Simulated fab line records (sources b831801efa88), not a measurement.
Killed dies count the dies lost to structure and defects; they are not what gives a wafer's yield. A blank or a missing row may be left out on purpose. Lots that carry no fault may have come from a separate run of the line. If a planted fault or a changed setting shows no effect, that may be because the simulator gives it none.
The same fault as seen by 2 desks -- flow sky130 -- each desk has only its own numbers; what lay behind them comes last

== FROM THE METROLOGY DESK ==
Means of the sampled wafers that have a number, per lot and without regard to the tool the lot ran on: this is what the gauges read. The brackets show how far a lot's mean lies from the usual mean; more than 4 standard deviations puts the lot out of limits, marked OUT.
Columns: A = NWELL_OXIDATION_THK at SKY_NWELL_THK_MEAS_02, usual 10.04 nm; B = VT_ADJUST_LVTN_OVL at SKY_VT_ADJUST_LVTN_OVL_MEAS_07, usual 0.7 nm
lot,first seen here,A,B
L739,day 2 23:16,10.14,1.1
L740,day 3 05:47,10.09,1.0
L741,day 3 10:31,10.26,-0.5
L742,day 3 15:54,10.21,-0.4
L743,day 3 22:41,9.82,0.4
L744,day 4 05:31,9.81,-0.1
L745,day 4 08:25,9.88,1.2
L751,day 5 12:15,10.05,-1.6
L753,day 6 03:05,10.07,1.9
L757,day 6 20:46,9.82,-0.8
L758,day 7 03:46,9.82,-1.2
L759,day 7 13:47,9.89,3.3
L760,day 7 19:24,9.88,0.6
Finding of this desk: none of the 13 lots has anything out of limits.

== DESK OF THE TOOL OWNER: lithoTrack-03 ==
The tool's own readings at SKY_VT_ADJUST_LVTN_SOFTBAKE_14 (time 60 s): means of the sampled wafers that have a number, for each lot that ran on this tool. The brackets show how far a lot's mean lies from the usual mean; more than 4 standard deviations puts the lot out of limits, marked OUT.
Columns: A = chillPlateTempC at SKY_VT_ADJUST_LVTN_SOFTBAKE_14, usual 22.98 C; B = runLengthS at SKY_VT_ADJUST_LVTN_SOFTBAKE_14, usual 89.23 s
lot,first seen here,A,B
L742,day 8 17:17,22.93,89.10
L751,day 11 02:32,22.99,96.70 (+57) OUT
L753,day 11 23:06,23.10,96.74 (+58) OUT
Finding of this desk: L751, L753 out of limits; the first was L751 at day 11 02:32, on runLengthS at SKY_VT_ADJUST_LVTN_SOFTBAKE_14. In limits: L742.

== TAKEN TOGETHER ==
On L751, L753, at day 11 02:32, an alarm was possible from the tool owner's desk.
The metrology desk saw nothing out of limits.
The metrology desk has L751, L753 on record, within its limits.
Of the lots named, all ran SKY_VT_ADJUST_LVTN_SOFTBAKE_14 on lithoTrack-03.

== WHAT HAD BEEN PUT IN BY THE SIMULATOR ==
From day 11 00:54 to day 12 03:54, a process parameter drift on lithoTrack-03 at SKY_VT_ADJUST_LVTN_SOFTBAKE_14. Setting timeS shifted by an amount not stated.
Struck lots among those shown: L751, L753.
Each desk's first reading out of limits, in hours after the fault started: the tool owner's desk, 2.
